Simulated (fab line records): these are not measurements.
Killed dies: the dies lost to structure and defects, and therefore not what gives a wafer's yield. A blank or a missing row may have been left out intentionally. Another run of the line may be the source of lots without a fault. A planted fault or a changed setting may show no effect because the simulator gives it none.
fab line records -- flow sky130
record: lots: 6, wafers: 18, lastDay: 49
route steps=708 shown POLY_GATE@217 PAD_OPEN@708
lots that met no fault: taken from a fault-free run of the same line
startH: hours from the record's first day to the start of the lot's first wafer shown -- waitH: hours from the lot's prior step to this one -- " the same as in the row above -- L1.1+2: a single row standing in for several wafers -- - value missing, or start not given -- * or withheld: withheld -- < > ~ a bound
route shown NAME@n: names a module that has steps shown in the file, with the first one's number in the route -- usual: the fault-free wafers' mean and standard deviation -- same: alike in all rows -- chamber/n: place in a boat -- sites: per-site readings -- _std_site: the standard deviation of these -- _edge_site: the outer-site mean with the inner-site mean subtracted -- radiusMm: for every site, how far away it sits from the centre of the wafer -- mask NAME#n: copy n -- behind: the last tool/chamber to shape the wafer -- hold: the reason the lot was held/the length of the hold in hours/how it ended -- device: names the non-switching transistor (n, p or np) -- end of line: at the end of the route, the tests of the same wafers -- a step given without rows: its recipe and nothing more -- killed: not the wafer's yield, but the dies lost to structure and defects at the first sort -- map: shows each die of a wafer: x if killed, . if not, _ if none is there
set.NAME: the setting that was run; set.NAME@STEP: the one run at that earlier step -- model.NAME: the simulator's own value behind a step, which no gauge read
lots at selected steps of the route; one table per step, one row per wafer
services: from which hour (startH, from the record's first day; less than 0 if before it) a tool's chamber was out of use, for how many hours, and why
== steps ==
step: SKY_POLY_GATE_CVD_03
recipe: material: Si3N4, precursor: DCS/NH3, targetThkNm: 75, tempC: 770, timeS: 1290, pressureMtorr: 250
step: SKY_POLY_GATE_THK_MEAS_04
recipe: reads: Si3N4_of_POLY_GATE_CVD_03
usual: POLY_GATE_CVD_03_THK: 74.6/0.7
lot.wafer,tool,chamber,startH,waitH,POLY_GATE_CVD_03_THK[nm]
L581.1,filmMetro-03,-,361.94,0.0,72.8
L581.4,filmMetro-03,-,361.94,0.0,74.2
L581.5,filmMetro-03,-,361.94,0.0,73.6
L586.1,filmMetro-04,-,399.84,0.0,74.4
L586.3,filmMetro-04,-,399.84,0.0,74.3
L586.4,filmMetro-04,-,399.84,0.0,74.6
L588.1,filmMetro-04,-,405.23,0.0,74.6
L588.2,filmMetro-04,-,405.23,0.0,74.5
L588.5,filmMetro-04,-,405.23,0.0,75.0
L592.1,filmMetro-04,-,436.71,0.0,74.3
L592.2,filmMetro-04,-,436.71,0.0,74.5
L592.5,filmMetro-04,-,436.71,0.0,73.8
L595.1,filmMetro-04,-,474.54,0.0,74.8
L595.3,filmMetro-04,-,474.54,0.0,74.8
L595.4,filmMetro-04,-,474.54,0.0,74.5
L600.2,filmMetro-01,-,511.48,0.0,74.1
L600.5,filmMetro-01,-,511.48,0.0,73.9
L600.6,filmMetro-01,-,511.48,0.0,74.2
step: SKY_POLY_GATE_DEHYDRATE_05
recipe: tempC: 200, timeS: 60
step: SKY_POLY_GATE_HMDS_06
recipe: primeTimeS: 60, primeTempC: 120
step: SKY_POLY_GATE_COAT_07
recipe: resist: BARC, tempC: withheld, timeS: withheld, spinRpm: 3000, resistThkNm: 110
step: SKY_POLY_GATE_COAT_08
recipe: resist: KrF-thick, spinRpm: 3000, resistThkNm: 450
step: SKY_POLY_GATE_SOFTBAKE_09
recipe: tempC: 101.2, timeS: 90, resist: KrF-thick
step: SKY_POLY_GATE_EXPOSE_10
recipe: maskId: P1M, na: 0.68, sourceShape: conventional, sigmaOuter: 0.6, targetCdNm: 150, doseMj: 28
step: SKY_POLY_GATE_PEB_11
recipe: pebTempC: withheld, pebTimeS: withheld, resist: KrF-thick
step: SKY_POLY_GATE_DEVELOP_12
recipe: developTimeS: 60, resist: KrF-thick, devTempC: 21
step: SKY_POLY_GATE_CD_MEAS_13
recipe: targetCdNm: 150
usual: cdNm: 150.1/1.5
lot.wafer,tool,chamber,startH,waitH,cdNm
L581.1,cdSem-02,-,389.63,-,152.7
L581.4,cdSem-02,-,389.63,-,152.6
L581.5,cdSem-02,-,389.63,-,152.4
L586.1,cdSem-02,-,429.88,-,149.3
L586.3,cdSem-02,-,429.88,-,149.3
L586.4,cdSem-02,-,429.88,-,149.9
L588.1,cdSem-02,-,436.13,-,147.6
L588.2,cdSem-02,-,436.13,-,147.9
L588.5,cdSem-02,-,436.13,-,148.9
L592.1,cdSem-01,-,468.01,-,151.0
L592.2,cdSem-01,-,468.01,-,149.6
L592.5,cdSem-01,-,468.01,-,149.8
L595.1,cdSem-02,-,505.45,-,149.8
L595.3,cdSem-02,-,505.45,-,150.1
L595.4,cdSem-02,-,505.45,-,150.6
L600.2,cdSem-02,-,542.08,-,149.8
L600.5,cdSem-02,-,542.08,-,151.0
L600.6,cdSem-02,-,542.08,-,149.6
step: SKY_POLY_GATE_OVL_MEAS_14
usual: POLY_GATE_OVL: 0/5.4
lot.wafer,tool,chamber,startH,waitH,POLY_GATE_OVL[nm]
L581.1,overlay-02,-,389.75,0.1,-11
L581.4,overlay-02,-,389.75,0.1,-7
L581.5,overlay-02,-,389.75,0.1,-15
L586.1,overlay-01,-,430.00,0.1,1
L586.3,overlay-01,-,430.00,0.1,2
L586.4,overlay-01,-,430.00,0.1,-1
L588.1,overlay-02,-,436.25,0.1,-1
L588.2,overlay-02,-,436.25,0.1,6
L588.5,overlay-02,-,436.25,0.1,1
L592.1,overlay-01,-,468.13,0.1,-7
L592.2,overlay-01,-,468.13,0.1,0
L592.5,overlay-01,-,468.13,0.1,-9
L595.1,overlay-02,-,505.57,0.1,-5
L595.3,overlay-02,-,505.57,0.1,-4
L595.4,overlay-02,-,505.57,0.1,-5
L600.2,overlay-01,-,542.18,0.1,-1
L600.5,overlay-01,-,542.18,0.1,-3
L600.6,overlay-01,-,542.18,0.1,0
step: SKY_POLY_GATE_ETCH_15
recipe: chemistry: N2/H2, target: BARC, ionEnergyEv: 200, sourceW: 500, biasW: 100, pressureMtorr: 30, n2FlowSccm: 100, h2FlowSccm: 200, stopOn: SiO2, timeS: 118.5, targetDepthA: 1100
usual: chamberPressureMTorr: 30.003/0.026, drypumpMotorCurrentA: 5.7/0.44, oesProductAu: 0.716/0.0047, throttleValvePct: 13.212/0.0091
lot.wafer,tool,chamber,startH,waitH,chamberPressureMTorr,drypumpMotorCurrentA,oesProductAu,rfHoursCounterH,throttleValvePct
L581.1,rieDiel-01,3,389.78,0.0,29.980,5.4,0.715,10,13.216
L581.4,rieDiel-01,1,389.78,0.0,30.032,6.6,0.715,106,13.218
L581.5,rieDiel-01,2,389.78,0.0,29.973,5.4,0.719,-,13.207
L586.1,rieDiel-03,3,430.03,0.0,36.023,5.8,0.707,6,13.206
L586.3,rieDiel-03,1,430.03,0.0,30.040,5.7,0.723,4,13.195
L586.4,rieDiel-03,3,430.03,0.0,35.997,5.8,0.710,-,13.218
L588.1,rieDiel-03,3,436.28,0.0,35.995,5.8,0.720,6,13.217
L588.2,rieDiel-03,2,436.28,0.0,30.056,6.1,0.719,36,13.207
L588.5,rieDiel-03,2,436.28,0.0,29.964,6.1,0.720,-,13.211
L592.1,rieDiel-02,0,468.16,0.0,30.000,6.3,0.720,10,13.209
L592.2,rieDiel-02,3,468.16,0.0,30.019,6.0,0.714,13,13.206
L592.5,rieDiel-02,3,468.16,0.0,29.980,6.0,0.719,-,13.217
L595.1,rieDiel-02,2,505.61,0.0,30.016,4.7,0.708,45,13.214
L595.3,rieDiel-02,0,505.61,0.0,30.003,6.2,0.716,11,13.225
L595.4,rieDiel-02,1,505.61,0.0,30.016,6.0,0.713,2,13.212
L600.2,rieDiel-03,1,542.21,0.0,29.985,5.7,0.720,6,13.230
L600.5,rieDiel-03,0,542.21,0.0,29.975,5.6,0.711,-,13.214
L600.6,rieDiel-03,3,542.21,0.0,29.980,5.8,0.708,-,13.204
step: SKY_POLY_GATE_ETCH_16
recipe: stopOn: poly-Si, chemistry: CH3F/O2, target: Si3N4, sourceW: 400, biasW: 80, pressureMtorr: 25, ch3fFlowSccm: 40, O2_flow_sccm: 30, timeS: 147.5, targetDepthA: 750
usual: chamberPressureMTorr: 25.000/0.023, drypumpMotorCurrentA: 5.7/0.43, oesProductAu: 0.639/0.0049, throttleValvePct: 10.535/0.0091
lot.wafer,tool,chamber,startH,waitH,chamberPressureMTorr,drypumpMotorCurrentA,oesProductAu,rfHoursCounterH,throttleValvePct
L581.1,rieDiel-01,3,389.86,0.0,25.020,5.4,0.634,10,10.544
L581.4,rieDiel-01,1,389.86,0.0,25.028,6.5,0.628,106,10.544
L581.5,rieDiel-01,2,389.86,0.0,25.050,5.3,0.637,-,10.535
L586.1,rieDiel-03,3,430.11,0.0,25.036,5.8,0.645,6,10.536
L586.3,rieDiel-03,1,430.11,0.0,25.004,5.7,0.633,4,10.519
L586.4,rieDiel-03,3,430.11,0.0,24.958,5.8,0.628,-,10.528
L588.1,rieDiel-03,3,436.36,0.0,24.994,5.8,0.631,6,10.530
L588.2,rieDiel-03,2,436.36,0.0,24.968,6.1,0.644,37,10.525
L588.5,rieDiel-03,2,436.36,0.0,24.976,6.1,0.641,-,10.538
L592.1,rieDiel-02,0,468.24,0.0,25.000,6.2,0.635,10,10.538
L592.2,rieDiel-02,3,468.24,0.0,25.030,6.0,0.639,13,10.525
L592.5,rieDiel-02,3,468.24,0.0,25.009,6.0,0.644,-,10.540
L595.1,rieDiel-02,2,505.69,0.0,25.016,4.6,0.645,45,10.520
L595.3,rieDiel-02,0,505.69,0.0,25.005,6.2,0.648,11,10.539
L595.4,rieDiel-02,1,505.69,0.0,25.022,6.0,0.639,2,10.533
L600.2,rieDiel-03,1,542.29,0.0,24.999,5.7,0.627,6,10.527
L600.5,rieDiel-03,0,542.29,0.0,25.004,5.5,0.639,-,10.541
L600.6,rieDiel-03,3,542.29,0.0,24.996,5.8,0.646,-,10.535
step: SKY_PAD_OPEN_PROBE_99
usual: killed_at_M0_to_M3: 43/7.1, killed_at_M4_up: 3.0/1.6, killedAtContacts: 24/5.3, killedAtFrontEnd: 16/4.1, killedAtOther: 0.5/0.82, killedDies: 86/9.4, killedOnRim: 17/4.1, killedOpen: 46/6.9, killedShort: 39/6.5
same: grossDies: 492, killedAtBackSide: 0
lot.wafer,tool,chamber,startH,waitH,killed_at_M0_to_M3,killed_at_M4_up,killedAtContacts,killedAtFrontEnd,killedAtOther,killedDies,killedOnRim,killedOpen,killedShort
L581.1,prober-01,-,1086.21,0.1,43,3,30,21,0,97,18,52,45
L581.4,prober-01,-,1086.36,0.2,34,1,33,18,0,86,22,44,42
L581.5,prober-01,-,1086.41,0.2,42,3,23,14,1,83,23,46,35
L586.1,prober-01,-,1114.76,0.1,36,3,17,20,1,77,17,38,38
L586.3,prober-01,-,1114.86,0.2,42,4,15,10,1,72,18,34,36
L586.4,prober-01,-,1114.91,0.2,53,4,21,10,1,89,23,50,38
L588.1,prober-01,-,1118.78,0.1,51,3,24,20,0,98,20,54,44
L588.2,prober-01,-,1118.83,0.1,44,2,19,14,0,79,13,38,41
L588.5,prober-01,-,1118.98,0.2,50,2,28,12,1,93,21,47,46
L592.1,prober-01,-,1139.18,0.1,46,4,28,15,0,93,21,48,44
L592.2,prober-01,-,1139.23,0.1,31,5,24,16,0,76,10,44,32
L592.5,prober-01,-,1139.38,0.2,38,4,18,10,1,71,7,41,29
L595.1,prober-01,-,1162.29,0.1,35,4,23,13,0,75,16,38,37
L595.3,prober-01,-,1162.39,0.2,55,1,32,23,0,111,22,70,41
L595.4,prober-01,-,1162.44,0.2,47,5,11,10,0,73,12,30,42
L600.2,prober-01,-,1183.37,0.1,38,3,19,25,0,85,18,45,40
L600.5,prober-01,-,1183.52,0.2,31,2,24,18,0,75,11,43,32
L600.6,prober-01,-,1183.57,0.2,30,0,34,12,0,76,16,41,35
killed by level:class
L581.1 VIA1:geometricParticle:open=14 CONTACT:geometricParticle:short=9 LI_CONTACT:geometricParticle:open=7 METAL1:geometricParticle:short=7 FIELD_ISO:geometricParticle:short=6 CONTACT:geometricParticle:open=6 VIA2:geometricParticle:open=5 VIA3:geometricParticle:open=5
L581.4 CONTACT:geometricParticle:open=10 LOCAL_INTERCONNECT:geometricParticle:short=9 LI_CONTACT:geometricParticle:open=8 VIA1:geometricParticle:open=7 POLY_GATE:geometricParticle:short=5 VIA3:geometricParticle:open=5 METAL2:geometricParticle:short=5 FIELD_ISO:geometricParticle:open=4
L581.5 VIA1:geometricParticle:open=13 LI_CONTACT:geometricParticle:open=9 VIA2:geometricParticle:open=7 METAL1:geometricParticle:short=6 LOCAL_INTERCONNECT:geometricParticle:short=5 VIA3:geometricParticle:open=5 POLY_GATE:geometricParticle:open=4 POLY_GATE:geometricParticle:short=4
L586.1 CONTACT:geometricParticle:open=11 VIA1:geometricParticle:open=7 POLY_GATE:geometricParticle:short=5 METAL1:geometricParticle:short=5 VIA3:geometricParticle:open=5 POLY_GATE:geometricParticle:open=4 FIELD_ISO:geometricParticle:short=3 METAL1:geometricParticle:open=3
L586.3 VIA1:geometricParticle:open=12 VIA3:geometricParticle:short=6 VIA3:geometricParticle:open=6 LI_CONTACT:geometricParticle:open=5 METAL2:geometricParticle:short=4 METAL4:geometricParticle:short=4 FIELD_ISO:geometricParticle:open=3 CONTACT:geometricParticle:short=3
L586.4 CONTACT:geometricParticle:open=11 VIA1:geometricParticle:open=10 VIA3:geometricParticle:open=9 METAL2:geometricParticle:short=9 VIA3:geometricParticle:short=8 LI_CONTACT:geometricParticle:open=7 METAL1:geometricParticle:short=5 VIA1:geometricParticle:short=5
L588.1 CONTACT:geometricParticle:open=9 VIA1:geometricParticle:open=8 VIA2:geometricParticle:open=7 METAL2:geometricParticle:short=6 VIA3:geometricParticle:open=6 FIELD_ISO:geometricParticle:open=5 LI_CONTACT:geometricParticle:open=5 LOCAL_INTERCONNECT:geometricParticle:short=5
L588.2 VIA1:geometricParticle:open=8 VIA2:geometricParticle:open=7 CONTACT:geometricParticle:open=6 METAL1:geometricParticle:short=6 VIA2:geometricParticle:short=5 VIA3:geometricParticle:open=5 POLY_GATE:geometricParticle:short=4 LI_CONTACT:geometricParticle:open=4
L588.5 METAL1:geometricParticle:short=10 VIA3:geometricParticle:open=9 LI_CONTACT:geometricParticle:open=8 CONTACT:geometricParticle:open=8 LI_CONTACT:geometricParticle:short=6 VIA1:geometricParticle:open=6 METAL2:geometricParticle:short=6 VIA1:geometricParticle:short=6
L592.1 VIA1:geometricParticle:open=15 CONTACT:geometricParticle:short=7 METAL1:geometricParticle:short=7 FIELD_ISO:geometricParticle:open=6 LI_CONTACT:geometricParticle:short=6 CONTACT:geometricParticle:open=6 VIA2:geometricParticle:open=6 LI_CONTACT:geometricParticle:open=5
L592.2 LI_CONTACT:geometricParticle:open=7 CONTACT:geometricParticle:open=6 VIA1:geometricParticle:open=6 FIELD_ISO:geometricParticle:open=5 POLY_GATE:geometricParticle:open=5 LOCAL_INTERCONNECT:geometricParticle:short=5 VIA1:geometricParticle:short=5 VIA2:geometricParticle:open=5
L592.5 LI_CONTACT:geometricParticle:open=12 VIA1:geometricParticle:open=12 METAL1:geometricParticle:short=8 VIA2:geometricParticle:short=5 METAL3:geometricParticle:short=5 POLY_GATE:geometricParticle:open=4 CONTACT:geometricParticle:open=4 VIA2:geometricParticle:open=3
L595.1 CONTACT:geometricParticle:open=13 VIA1:geometricParticle:open=8 METAL2:geometricParticle:short=5 VIA3:geometricParticle:short=5 POLY_GATE:geometricParticle:open=4 METAL4:geometricParticle:short=4 VIA2:geometricParticle:short=3 POLY_GATE:geometricParticle:short=3
L595.3 CONTACT:geometricParticle:open=14 VIA1:geometricParticle:open=13 POLY_GATE:geometricParticle:open=10 VIA2:geometricParticle:open=10 LI_CONTACT:geometricParticle:open=9 VIA3:geometricParticle:open=7 CONTACT:geometricParticle:short=6 VIA1:geometricParticle:short=6
L595.4 VIA1:geometricParticle:open=13 METAL2:geometricParticle:short=7 VIA1:geometricParticle:short=5 VIA2:geometricParticle:open=4 METAL3:geometricParticle:short=4 FIELD_ISO:geometricParticle:short=3 LI_CONTACT:geometricParticle:short=3 CONTACT:geometricParticle:short=3
L600.2 VIA1:geometricParticle:open=10 POLY_GATE:geometricParticle:short=9 CONTACT:geometricParticle:open=8 VIA1:geometricParticle:short=7 FIELD_ISO:geometricParticle:short=6 VIA2:geometricParticle:open=6 VIA3:geometricParticle:open=6 POLY_GATE:geometricParticle:open=4
L600.5 VIA1:geometricParticle:open=11 CONTACT:geometricParticle:open=8 METAL1:geometricParticle:short=5 LI_CONTACT:geometricParticle:open=4 LI_CONTACT:geometricParticle:short=4 CONTACT:geometricParticle:short=4 FIELD_ISO:geometricParticle:open=3 FIELD_ISO:geometricParticle:short=3
L600.6 CONTACT:geometricParticle:open=13 LOCAL_INTERCONNECT:geometricParticle:short=8 VIA1:geometricParticle:open=7 POLY_GATE:geometricParticle:short=6 LI_CONTACT:geometricParticle:open=6 VIA3:geometricParticle:open=4 VIA1:geometricParticle:short=4 CONTACT:geometricParticle:short=3
== services ==
tool,chamber,startH,hours,kind
rieDiel-03,-,386.97,0.7,repair
rieDiel-03,3,390.82,1.6,repair
rieDiel-02,1,403.05,-,clean
rieDiel-02,1,403.05,16.6,scheduledDown
rieDiel-02,1,403.05,16.6,ventCycle
rieDiel-01,1,412.55,-,clean
rieDiel-01,1,412.55,19.0,scheduledDown
rieDiel-01,1,412.55,19.0,ventCycle
rieDiel-03,0,428.77,-,clean
rieDiel-03,0,428.77,22.5,scheduledDown
rieDiel-03,0,428.77,22.5,ventCycle
rieDiel-03,-,435.60,0.4,repair
rieDiel-01,-,457.44,0.4,repair
rieDiel-01,3,480.52,9.2,repair
rieDiel-01,-,517.57,2.8,pm
rieDiel-01,-,530.56,1.6,repair
rieDiel-01,1,530.62,11.2,repair
== key ==
firstSign: step: SKY_POLY_GATE_ETCH_15, reading: chamberPressureMTorr, direction: up, sigmas: 99+, usual: 30.003, struck: 36.005
effect none on later readings
metAt SKY_POLY_GATE_ETCH_15
struckWafers L586.1,L586.4,L588.1
testerLeftOut L586,L588
fault: kind: processParameterDrift, tool: rieDiel-03, chamber: 3, onsetH: 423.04, steps: SKY_POLY_GATE_ETCH_15, channel: pressureMtorr, offset: 6, shape: step, endH: 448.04, actsIn: theseRecipesOnly, stated: 30
testerLeftOut: of these lots the tester's yield and bins aren't shown, on N5 and GAA mostly nor the transistor test; their killed dies are dies lost to structure and defects alone, not to doping, threshold or leakage, so they don't give the yield
